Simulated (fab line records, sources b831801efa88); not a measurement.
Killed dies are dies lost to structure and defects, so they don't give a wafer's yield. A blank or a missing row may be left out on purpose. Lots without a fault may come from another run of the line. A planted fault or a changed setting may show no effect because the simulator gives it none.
fab line records | flow sky130
record lots=7 wafers=21 last_day=50
route steps=708 shown VIA2@510 PAD_OPEN@708
lots that met no fault: from a run of the same line without faults
start_h: hours from the record's first day to the start of the lot's first wafer shown | wait_h: hours since the lot's step before | " the same as in the row above | L1.1+2: a row that stands for several wafers | - no value, or no start given | * or withheld: withheld | < > ~ a bound
route shown NAME@n: a module of which the file shows steps, and the number in the route of the first | usual: mean/standard deviation of fault-free wafers | same: alike in all rows | chamber/n: place in a boat | sites: the reading at each site | _std_site: their standard deviation | _edge_site: outer sites' mean less inner sites' | radius_mm: how far each site lies from the wafer's centre | mask NAME#n: copy n | behind: the tool/chamber that last shaped the wafer | hold: why the lot was held/for how many hours/how that ended | device: the transistor (n, p or np) that didn't switch | end of line: the same wafers' tests at the end of the route | a step without rows: its recipe alone | killed: dies lost to structure and defects at the first sort, not the wafer's yield | map: a wafer's dies, x killed, . not, _ none there
set.NAME: the setting as run; set.NAME@STEP: as run at that earlier step | model.NAME: the simulator's own value behind a step, which no gauge read
lots at some steps of the route; a table a step, a row a wafer
services: from which hour (start_h, from the record's first day; less than 0 if before it) a tool's chamber was out of use, for how many hours, and why
## steps
# step SKY_VIA2_BOW_MEAS_03
# recipe mode=bow
# usual VIA2_BOW=85/7.8
# columns lot.wafer tool chamber start_h wait_h VIA2_BOW[um]
L217.1 film_metro-01 - 815.18 0.1 77
L217.4 " - " " 82
L217.6 " - " " 76
L222.1 film_metro-04 - 867.42 0.1 91
L222.2 " - " " 88
L222.4 " - " " 90
L231.2 film_metro-03 - 923.44 0.2 78
L231.3 " - " " 98
L231.4 " - " " 72
L232.1 film_metro-01 - 924.34 0.1 76
L232.3 " - " " 82
L232.6 " - " " 86
L233.3 film_metro-04 - 933.63 0.2 87
L233.4 " - " " 89
L233.5 " - " " 85
L234.2 film_metro-01 - 940.21 0.2 87
L234.4 " - " " 85
L234.6 " - " " 89
L237.2 film_metro-04 - 984.40 0.1 66
L237.3 " - " " 91
L237.6 " - " " 71
# step SKY_VIA2_DEHYDRATE_04
# recipe temp_c=200 time_s=60
# step SKY_VIA2_HMDS_05
# recipe prime_time_s=60 prime_temp_c=120
# step SKY_VIA2_COAT_06
# recipe resist=BARC temp_c=withheld time_s=withheld spin_rpm=3000 resist_thk_nm=60
# step SKY_VIA2_COAT_07
# recipe resist=KrF-thick spin_rpm=3000 resist_thk_nm=450
# step SKY_VIA2_SOFTBAKE_08
# recipe temp_c=100 time_s=90 resist=KrF-thick
# step SKY_VIA2_EXPOSE_09
# recipe mask_id=VIM2 na=0.8 source_shape=annular sigma_inner=0.55 sigma_outer=0.85 target_cd_nm=200 dose_mj=38
# step SKY_VIA2_PEB_10
# recipe peb_temp_c=withheld peb_time_s=withheld resist=KrF-thick
# step SKY_VIA2_DEVELOP_11
# recipe develop_time_s=60 resist=KrF-thick dev_temp_c=21
# step SKY_VIA2_CD_MEAS_12
# recipe target_cd_nm=200
# usual cd_nm=199.7/1.4
# columns lot.wafer tool chamber start_h wait_h cd_nm
L217.1 cd_sem-02 - 841.85 - 198.9
L217.4 " - " " 200.0
L217.6 " - " " 200.7
L222.1 cd_sem-01 - 892.86 - 200.5
L222.2 " - " " 200.9
L222.4 " - " " 200.1
L231.2 cd_sem-02 - 947.89 - 199.2
L231.3 " - " " 201.0
L231.4 " - " " 200.6
L232.1 cd_sem-01 - 949.41 - 200.8
L232.3 " - " " 199.4
L232.6 " - " " 200.0
L233.3 cd_sem-01 - 958.54 - 198.5
L233.4 " - " " 198.5
L233.5 " - " " 199.7
L234.2 cd_sem-01 - 964.93 - 199.0
L234.4 " - " " 199.7
L234.6 " - " " 199.4
L237.2 cd_sem-01 - 1007.79 - 199.3
L237.3 " - " " 199.1
L237.6 " - " " 201.3
# step SKY_VIA2_OVL_MEAS_13
# usual VIA2_OVL=0/5.5
# columns lot.wafer tool chamber start_h wait_h VIA2_OVL[nm]
L217.1 overlay-02 - 841.97 0.1 -2
L217.4 " - " " -2
L217.6 " - " " -3
L222.1 overlay-01 - 892.98 0.1 -2
L222.2 " - " " 0
L222.4 " - " " 5
L231.2 overlay-02 - 948.00 0.1 13
L231.3 " - " " 3
L231.4 " - " " 2
L232.1 overlay-01 - 949.53 0.1 5
L232.3 " - " " -4
L232.6 " - " " -1
L233.3 overlay-01 - 958.63 0.1 11
L233.4 " - " " 7
L233.5 " - " " 15
L234.2 overlay-01 - 965.04 0.1 7
L234.4 " - " " 10
L234.6 " - " " 6
L237.2 overlay-02 - 1007.90 0.1 1
L237.3 " - " " 7
L237.6 " - " " -4
# step SKY_VIA2_ETCH_14
# recipe chemistry=N2/H2 target=BARC ion_energy_ev=200 source_w=500 bias_w=100 pressure_mtorr=30 n2_flow_sccm=100 h2_flow_sccm=200 stop_on=SiO2 time_s=45.9 target_depth_a=600
# usual bias_w=100.0/0.31 chamber_pressure_mTorr=30.002/0.025 drypump_motor_current_A=5.5/0.4 oes_product_au=0.854/0.0046 throttle_valve_pct=13.225/0.011
# same time_s=45.9
# columns lot.wafer tool chamber start_h wait_h bias_w chamber_pressure_mTorr drypump_motor_current_A oes_product_au rf_hours_counter_h throttle_valve_pct
L217.1 rie_diel-04 0 842.01 0.0 99.9 29.961 5.9 0.857 16 13.221
L217.4 " 1 " " 99.8 29.995 5.4 0.858 7 13.212
L217.6 " 1 " " 99.8 30.012 5.3 0.858 - 13.242
L222.1 rie_diel-01 3 893.02 0.0 100.3 30.014 6.2 0.858 28 13.217
L222.2 " 1 " " 99.9 29.960 5.0 0.851 3 13.216
L222.4 " 0 " " 99.7 30.011 5.6 0.842 7 13.215
L231.2 rie_diel-03 2 948.03 0.0 100.2 29.997 5.1 0.851 11 13.228
L231.3 " 1 " " 99.9 29.989 5.5 0.857 12 13.217
L231.4 " 3 " " 99.5 29.998 5.5 0.856 19 13.210
L232.1 rie_diel-04 2 949.57 0.0 99.8 30.004 5.2 0.855 8 13.221
L232.3 " 3 " " 100.4 30.001 5.3 0.850 19 13.242
L232.6 " 2 " " 99.4 29.993 5.2 0.849 - 13.234
L233.3 rie_diel-01 3 958.66 0.0 100.3 30.026 6.2 0.854 1 13.216
L233.4 " 1 " " 100.3 30.007 5.0 0.851 6 13.234
L233.5 " 2 " " 100.5 29.995 5.4 0.849 - 13.226
L234.2 rie_diel-01 3 965.07 0.0 100.4 29.991 6.2 0.848 1 13.220
L234.4 " 1 " " 100.4 30.038 5.0 0.852 6 13.222
L234.6 " 0 " " 99.6 29.999 5.5 0.852 - 13.233
L237.2 rie_diel-03 0 1007.93 0.0 100.1 30.013 6.6 0.847 27 13.220
L237.3 " 1 " " 100.0 30.025 5.6 0.851 14 13.221
L237.6 " 0 " " 99.9 30.039 6.6 0.854 - 13.234
# step SKY_VIA2_ETCH_15
# recipe target=SiO2 chemistry=C4F8/O2/Ar target_depth_nm=546 stop_on=TiN mask_material=KrF-thick source_w=1500 bias_w=1200 pressure_mtorr=40 c4f8_flow_sccm=withheld O2_flow_sccm=6 Ar_flow_sccm=300 time_s=84
# usual bias_w=1200/3.4 chamber_pressure_mTorr=40.00/0.036 oes_product_au=0.940/0.0052 time_s=84/0
# columns lot.wafer tool chamber start_h wait_h bias_w chamber_pressure_mTorr oes_product_au rf_hours_counter_h time_s model.KrF-thick_of_VIA2_COAT_07.thk_nm model.VIA2.cd_nm
L217.1 rie_diel-04 0 842.05 0.0 1201 40.00 0.945 16 84 284.3 199.8
L217.4 " 1 " " 1197 39.98 0.933 7 84 287.2 198.2
L217.6 " 1 " " 1200 39.99 0.938 - 84 287.8 200.4
L222.1 rie_diel-01 3 893.06 0.0 1199 40.03 0.942 28 84 285.5 204.5
L222.2 " 1 " " 1200 39.91 0.950 3 84 289.4 202.8
L222.4 " 0 " " 1201 39.92 0.935 7 84 281.4 196.4
L231.2 rie_diel-03 2 948.07 0.0 - - - - - 392.7 199.2
L231.3 " 1 " " - - - - - 393.1 201.3
L231.4 " 3 " " - - - - - 392.4 202.2
L232.1 rie_diel-04 2 949.61 0.0 - - - - - 390.1 200.3
L232.3 " 3 " " - - - - - 391.5 198.5
L232.6 " 2 " " - - - - - 389.9 199.9
L233.3 rie_diel-01 3 958.70 0.0 - - - - - 391.6 197.8
L233.4 " 1 " " - - - - - 395.2 196.8
L233.5 " 2 " " - - - - - 393.9 198.7
L234.2 rie_diel-01 3 965.11 0.0 1202 40.01 0.938 1 84 281.1 199.2
L234.4 " 1 " " 1196 40.01 0.936 6 84 287.9 198.5
L234.6 " 0 " " 1199 40.01 0.941 - 84 280.9 197.9
L237.2 rie_diel-03 0 1007.97 0.0 1198 40.08 0.930 27 84 282.5 193.5
L237.3 " 1 " " 1204 39.98 0.934 14 84 287.4 211.5
L237.6 " 0 " " 1201 39.98 0.937 - 84 283 193.5
# step SKY_VIA2_STRIP_16
# recipe chemistry=O2/N2 power_w=1400 pressure_mtorr=1500 platen_temp_c=withheld o2_flow_sccm=3000 n2_flow_sccm=300 overash_fraction=0.5
# usual drypump_motor_current_A=5.5/0.37 oes_product_au=0.399/0.0053 strip_time_to_endpoint_s=4.05/0.033
# columns lot.wafer tool chamber start_h wait_h drypump_motor_current_A oes_product_au rf_hours_counter_h strip_time_to_endpoint_s
L217.1 plasma_asher-02 0 842.11 0.0 5.7 0.404 10 4.05
L217.4 " 0 " " 5.7 0.402 - 4.09
L217.6 " 0 " " 5.7 0.405 - 4.11
L222.1 plasma_asher-01 1 893.12 0.0 5.0 0.398 45 4.06
L222.2 " 0 " " 5.7 0.401 45 4.10
L222.4 " 1 " " 5.0 0.394 - 4.02
L231.2 plasma_asher-02 1 948.13 0.0 5.8 0.445 22 5.20
L231.3 " 1 " " 5.8 0.446 - 5.19
L231.4 " 0 " " 5.7 0.448 - 5.19
L232.1 plasma_asher-02 1 949.67 0.0 5.8 0.448 22 5.16
L232.3 " 1 " " 5.8 0.444 - 5.19
L232.6 " 1 " " 5.8 0.447 - 5.17
L233.3 plasma_asher-01 0 958.80 0.1 5.7 0.449 - 5.20
L233.4 " 1 " " 5.0 0.450 - 5.23
L233.5 " 1 " " 5.0 0.451 - 5.23
L234.2 plasma_asher-03 1 965.17 0.0 5.1 0.398 79 4.02
L234.4 " 1 " " 5.1 0.402 - 4.10
L234.6 " 1 " " 5.1 0.398 - 4.00
L237.2 plasma_asher-03 1 1008.03 0.0 5.1 0.397 83 4.02
L237.3 " 1 " " 5.1 0.409 - 4.08
L237.6 " 1 " " 5.1 0.405 - 4.06
# step SKY_VIA2_STRIP_17
# recipe chemistry=post_etch_residue_remover time_s=1200 temp_c=72.5
# step SKY_PAD_OPEN_PROBE_99
# usual defect_limited_yield=82.5/1.9 killed_at_M0_to_M3=43/6.6 killed_at_M4_up=3.0/1.8 killed_at_contacts=24/5.1 killed_at_front_end=16/4.5 killed_at_other=0.3/0.67 killed_dies=86/9.3 killed_on_rim=17/3.8 killed_open=47/6.9 killed_short=39/6.6 sort_bin_3_pad_short=0.9/0.41 sort_bin_5_function=10.4/1.4 sort_bin_6_memory=6.2/1.1 sort_n_pass=406/9.3 sort_yield_pct=82.5/1.9
# same gross_dies=492 killed_at_back_side=0 sort_bin_4_leakage[%]=0 sort_bin_8_speed[%]=0
# columns lot.wafer tool chamber start_h wait_h defect_limited_yield[%] killed_at_M0_to_M3 killed_at_M4_up killed_at_contacts killed_at_front_end killed_at_other killed_dies killed_on_rim killed_open killed_short sort_bin_3_pad_short[%] sort_bin_5_function[%] sort_bin_6_memory[%] sort_n_pass sort_yield_pct[%]
L231.2 prober-02 - 1152.49 0.1 0 445 4 24 19 0 492 96 40 37 1.4 92.3 6.3 0 0
L231.3 prober-02 - 1152.54 0.2 0 456 6 19 11 0 492 96 38 40 0.8 93.9 5.3 0 0
L231.4 prober-02 - 1152.59 0.2 0 448 5 28 11 0 492 96 39 37 1.0 93.1 5.9 0 0
L232.1 prober-01 - 1155.38 0.1 0 436 4 34 17 1 492 96 56 45 0.6 91.5 7.9 0 0
L232.3 prober-01 - 1155.48 0.2 0 441 1 27 22 1 492 96 54 46 1.4 92.3 6.3 0 0
L232.6 prober-01 - 1155.63 0.2 0 437 2 35 17 1 492 96 54 51 1.0 91.7 7.3 0 0
L233.3 prober-02 - 1165.64 0.2 0 442 5 31 13 1 492 96 60 38 0.8 93.1 6.1 0 0
L233.4 prober-02 - 1165.69 0.2 0 450 3 26 13 0 492 96 43 34 0.6 92.1 7.3 0 0
L233.5 prober-02 - 1165.74 0.2 0 448 4 28 11 1 492 96 50 34 0.4 94.7 4.9 0 0
L234.2 prober-01 - 1167.09 0.1 84.1 36 1 17 23 1 78 20 43 34 0.6 9.6 5.7 414 84.1
L234.4 prober-01 - 1167.19 0.2 79.7 38 3 33 26 0 100 17 51 48 1.0 12.0 7.3 392 79.7
L234.6 prober-01 - 1167.29 0.2 81.1 49 3 14 25 2 93 23 50 40 0.4 12.8 5.7 399 81.1
L237.2 prober-02 - 1195.18 0.1 82.3 43 1 22 21 0 87 22 48 38 1.2 10.0 6.5 405 82.3
L237.3 prober-02 - 1195.23 0.2 83.9 38 3 17 21 0 79 16 39 40 1.0 9.1 5.9 413 83.9
L237.6 prober-02 - 1195.38 0.2 80.7 57 3 19 16 0 95 16 55 40 0.4 13.2 5.7 397 80.7
# killed by level:class
L231.2 VIA2:area_etch=415 CONTACT:geometric_particle:open=10 LI_CONTACT:geometric_particle:open=7 FIELD_ISO:geometric_particle:open=6 VIA1:geometric_particle:open=5 METAL1:geometric_particle:short=5 VIA1:geometric_particle:short=5 METAL2:geometric_particle:short=5
L231.3 VIA2:area_etch=413 CONTACT:geometric_particle:open=8 VIA1:geometric_particle:short=7 METAL1:geometric_particle:short=6 VIA2:geometric_particle:open=6 METAL4:geometric_particle:short=6 LI_CONTACT:geometric_particle:open=5 METAL2:geometric_particle:short=5
L231.4 VIA2:area_etch=415 CONTACT:geometric_particle:open=13 VIA1:geometric_particle:open=6 VIA3:geometric_particle:open=6 FIELD_ISO:geometric_particle:short=5 CONTACT:geometric_particle:short=5 METAL1:geometric_particle:short=5 LI_CONTACT:geometric_particle:short=4
L232.1 VIA2:area_etch=391 CONTACT:geometric_particle:open=10 LI_CONTACT:geometric_particle:open=9 VIA1:geometric_particle:open=8 CONTACT:geometric_particle:short=7 VIA1:geometric_particle:short=6 VIA3:geometric_particle:open=6 POLY_GATE:geometric_particle:short=5
L232.3 VIA2:area_etch=392 VIA2:geometric_particle:open=9 FIELD_ISO:geometric_particle:short=8 CONTACT:geometric_particle:open=8 VIA1:geometric_particle:open=8 VIA3:geometric_particle:open=8 FIELD_ISO:geometric_particle:open=7 LI_CONTACT:geometric_particle:open=6
L232.6 VIA2:area_etch=387 CONTACT:geometric_particle:open=16 LI_CONTACT:geometric_particle:open=9 METAL1:geometric_particle:short=9 VIA3:geometric_particle:open=9 VIA1:geometric_particle:open=7 LOCAL_INTERCONNECT:geometric_particle:short=6 VIA2:geometric_particle:open=6
L233.3 VIA2:area_etch=394 LI_CONTACT:geometric_particle:open=11 CONTACT:geometric_particle:open=10 VIA1:geometric_particle:short=8 VIA2:geometric_particle:open=8 VIA1:geometric_particle:open=7 FIELD_ISO:geometric_particle:open=6 METAL2:geometric_particle:short=6
L233.4 VIA2:area_etch=415 CONTACT:geometric_particle:open=10 LI_CONTACT:geometric_particle:open=8 VIA1:geometric_particle:open=8 VIA2:geometric_particle:short=7 FIELD_ISO:geometric_particle:short=4 VIA2:geometric_particle:open=4 VIA3:geometric_particle:open=4
L233.5 VIA2:area_etch=408 VIA1:geometric_particle:open=16 CONTACT:geometric_particle:open=11 CONTACT:geometric_particle:short=6 METAL1:geometric_particle:short=5 LI_CONTACT:geometric_particle:open=5 LOCAL_INTERCONNECT:geometric_particle:short=4 VIA1:geometric_particle:short=4
L234.2 VIA1:geometric_particle:open=10 LI_CONTACT:geometric_particle:open=6 VIA2:geometric_particle:short=6 FIELD_ISO:geometric_particle:open=4 POLY_GATE:geometric_particle:short=4 POLY_GATE:geometric_particle:open=4 VIA3:geometric_particle:open=4 METAL1:geometric_particle:short=4
L234.4 VIA1:geometric_particle:open=11 POLY_GATE:geometric_particle:open=10 CONTACT:geometric_particle:open=9 LOCAL_INTERCONNECT:geometric_particle:short=8 LI_CONTACT:geometric_particle:open=6 POLY_GATE:geometric_particle:short=5 LI_CONTACT:geometric_particle:short=5 VIA2:geometric_particle:open=5
L234.6 VIA1:geometric_particle:open=14 FIELD_ISO:geometric_particle:short=7 VIA3:geometric_particle:open=7 FIELD_ISO:geometric_particle:open=6 VIA1:geometric_particle:short=6 VIA2:geometric_particle:open=5 POLY_GATE:geometric_particle:short=4 POLY_GATE:geometric_particle:open=4
L237.2 CONTACT:geometric_particle:open=12 VIA1:geometric_particle:open=11 VIA2:geometric_particle:open=7 METAL2:geometric_particle:short=6 FIELD_ISO:geometric_particle:short=5 VIA3:geometric_particle:short=5 CONTACT:geometric_particle:short=4 VIA3:geometric_particle:open=4
L237.3 VIA1:geometric_particle:open=8 POLY_GATE:geometric_particle:open=6 LOCAL_INTERCONNECT:geometric_particle:short=6 METAL2:geometric_particle:short=6 FIELD_ISO:geometric_particle:short=5 POLY_GATE:geometric_particle:short=5 CONTACT:geometric_particle:open=5 VIA1:geometric_particle:short=5
L237.6 VIA1:geometric_particle:open=19 CONTACT:geometric_particle:open=10 VIA1:geometric_particle:short=9 FIELD_ISO:geometric_particle:short=6 METAL1:geometric_particle:short=6 VIA3:geometric_particle:open=6 POLY_GATE:geometric_particle:open=5 METAL2:geometric_particle:short=5
# map L231.2 (x killed, . not)
__________xxxxxxxxxx_________
________xxxxxxxxxxxxxx_______
______xxxxxxxxxxxxxxxxxx_____
_____xxxxxxxxxxxxxxxxxxxx____
____xxxxxxxxxxxxxxxxxxxxxx___
___xxxxxxxxxxxxxxxxxxxxxxxx__
__xxxxxxxxxxxxxxxxxxxxxxxxxx_
_xxxxxxxxxxxxxxxxxxxxxxxxxxxx
_xxxxxxxxxxxxxxxxxxxxxxxxxxxx
_xxxxxxxxxxxxxxxxxxxxxxxxxxxx
_xxxxxxxxxxxxxxxxxxxxxxxxxxxx
_xxxxxxxxxxxxxxxxxxxxxxxxxxxx
_xxxxxxxxxxxxxxxxxxxxxxxxxxxx
_xxxxxxxxxxxxxxxxxxxxxxxxxxxx
_xxxxxxxxxxxxxxxxxxxxxxxxxxxx
__xxxxxxxxxxxxxxxxxxxxxxxxxx_
___xxxxxxxxxxxxxxxxxxxxxxxx__
____xxxxxxxxxxxxxxxxxxxxxx___
_____xxxxxxxxxxxxxxxxxxxx____
______xxxxxxxxxxxxxxxxxx_____
________xxxxxxxxxxxxxx_______
__________xxxxxxxxxx_________
# map L232.1 (x killed, . not)
__________xxxxxxxxxx_________
________xxxxxxxxxxxxxx_______
______xxxxxxxxxxxxxxxxxx_____
_____xxxxxxxxxxxxxxxxxxxx____
____xxxxxxxxxxxxxxxxxxxxxx___
___xxxxxxxxxxxxxxxxxxxxxxxx__
__xxxxxxxxxxxxxxxxxxxxxxxxxx_
_xxxxxxxxxxxxxxxxxxxxxxxxxxxx
_xxxxxxxxxxxxxxxxxxxxxxxxxxxx
_xxxxxxxxxxxxxxxxxxxxxxxxxxxx
_xxxxxxxxxxxxxxxxxxxxxxxxxxxx
_xxxxxxxxxxxxxxxxxxxxxxxxxxxx
_xxxxxxxxxxxxxxxxxxxxxxxxxxxx
_xxxxxxxxxxxxxxxxxxxxxxxxxxxx
_xxxxxxxxxxxxxxxxxxxxxxxxxxxx
__xxxxxxxxxxxxxxxxxxxxxxxxxx_
___xxxxxxxxxxxxxxxxxxxxxxxx__
____xxxxxxxxxxxxxxxxxxxxxx___
_____xxxxxxxxxxxxxxxxxxxx____
______xxxxxxxxxxxxxxxxxx_____
________xxxxxxxxxxxxxx_______
__________xxxxxxxxxx_________
## services
# columns tool chamber start_h hours kind
plasma_asher-01 - 819.43 2.3 repair
rie_diel-01 - 825.19 2.8 pm
rie_diel-04 2 847.22 3.9 repair
rie_diel-04 2 879.70 11.7 repair
rie_diel-03 0 886.47 6.3 repair
plasma_asher-03 - 899.60 15.6 pm
rie_diel-01 3 899.82 6.1 repair
rie_diel-03 2 903.91 3.3 repair
plasma_asher-03 - 921.94 0.9 repair
plasma_asher-03 - 925.26 8.4 repair
rie_diel-01 3 926.39 - clean
rie_diel-01 3 926.39 14.0 scheduled_down
rie_diel-01 3 926.39 14.0 vent_cycle
rie_diel-03 1 948.92 5.3 repair
rie_diel-04 3 959.72 10.0 repair
rie_diel-01 - 963.08 0.8 repair
rie_diel-03 3 971.64 1.4 repair
## key
first_sign step=SKY_VIA2_ETCH_15 reading=tool_record direction=missing
effect step=SKY_VIA2_STRIP_16 reading=strip_time_to_endpoint_s direction=up sigmas=34 usual=* struck=*
effect step=SKY_PAD_OPEN_PROBE_99 reading=killed_at_M0_to_M3 direction=up sigmas=60 usual=43 struck=445
model_effect step=SKY_VIA2_ETCH_15 value=KrF-thick_of_VIA2_COAT_07.thk_nm without=283 struck=392.3
more_kills_born_at SKY_VIA2_ETCH_15@rie_diel-03=1243 SKY_VIA2_ETCH_15@rie_diel-01=1217 SKY_VIA2_ETCH_15@rie_diel-04=1170
met_at SKY_VIA2_ETCH_15
struck_wafers L231.2,L231.3,L231.4,L232.1,L232.3,L232.6,L233.3,L233.4,L233.5
later_rows_left_out L231.2,L231.3,L231.4,L232.1,L232.3,L232.6,L233.3,L233.4,L233.5
onset_between 893.06 948.07
fault kind=skipped_step_whole tool=rie_diel-01,rie_diel-03,rie_diel-04 chamber=- onset_h=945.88 steps=SKY_VIA2_ETCH_15 scope=struck_lots_only
# later_rows_left_out: the simulator's readings of these wafers behind a module that went badly wrong aren't trusted and aren't shown, but for the sort
